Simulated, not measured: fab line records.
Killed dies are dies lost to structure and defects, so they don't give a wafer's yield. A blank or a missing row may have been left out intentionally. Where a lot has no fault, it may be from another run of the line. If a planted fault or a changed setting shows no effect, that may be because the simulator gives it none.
Which tool did it? -- flow sky130 -- 6 lots with 18 wafers sampled at 2 steps, on a route of 708 steps

## WHAT THE GAUGES SHOWED, per wafer
SKY_LDD_HVN_TW_MEAS_10.
lot,measured,on,LDD_HVN_TW
L322,day 20 23:25,film metro-02,1471 1459 1471
L326,day 22 01:16,film metro-02,1457 1449 1456
L330,day 23 09:35,film metro-03,1424 1429 1438
L333,day 24 19:16,film metro-03,1450 1443 1436
L336,day 25 14:38,film metro-03,1432 1438 1441
L338,day 26 07:49,film metro-03,1434 1434 1429

## WHICH TOOL RAN EACH LOT (tool, then ch and the chambers of the sampled wafers, then the start)
lot,SKY_LDD_N_STRIP_16
L322,"plasma asher-03 ch 0,1, day 18 10:06"
L326,"plasma asher-02 ch 0,1, day 19 11:01"
L330,"plasma asher-02 ch 0,1, day 20 20:19"
L333,"plasma asher-03 ch 1, day 22 07:22"
L336,"plasma asher-01 ch 0,1, day 23 03:40"
L338,"plasma asher-02 ch 0,1, day 23 21:38"
- SKY_LDD_N_STRIP_16: strips in O2/N2.

## THE ANSWER, worked out from the rows above alone
Rule: the lots themselves supply what counts as usual. The widest of any qualifying gaps counts: lots, ordered by their means at a reading, are off when they make up no more than a third of the lots, leave a main group of 4 or more, and stand apart from it by 3 or more times the standard deviation of that group's means. If all means in a main group match to the digits the tables above print for the reading, that group is not used. A lot without any number at a reading at which 4 lots or more have one is off too. All remaining lots with rows at the step are treated as sound.
No lot is off at any reading shown: from this, nothing can be told.

## WHAT HAD BEEN PUT IN BY THE SIMULATOR
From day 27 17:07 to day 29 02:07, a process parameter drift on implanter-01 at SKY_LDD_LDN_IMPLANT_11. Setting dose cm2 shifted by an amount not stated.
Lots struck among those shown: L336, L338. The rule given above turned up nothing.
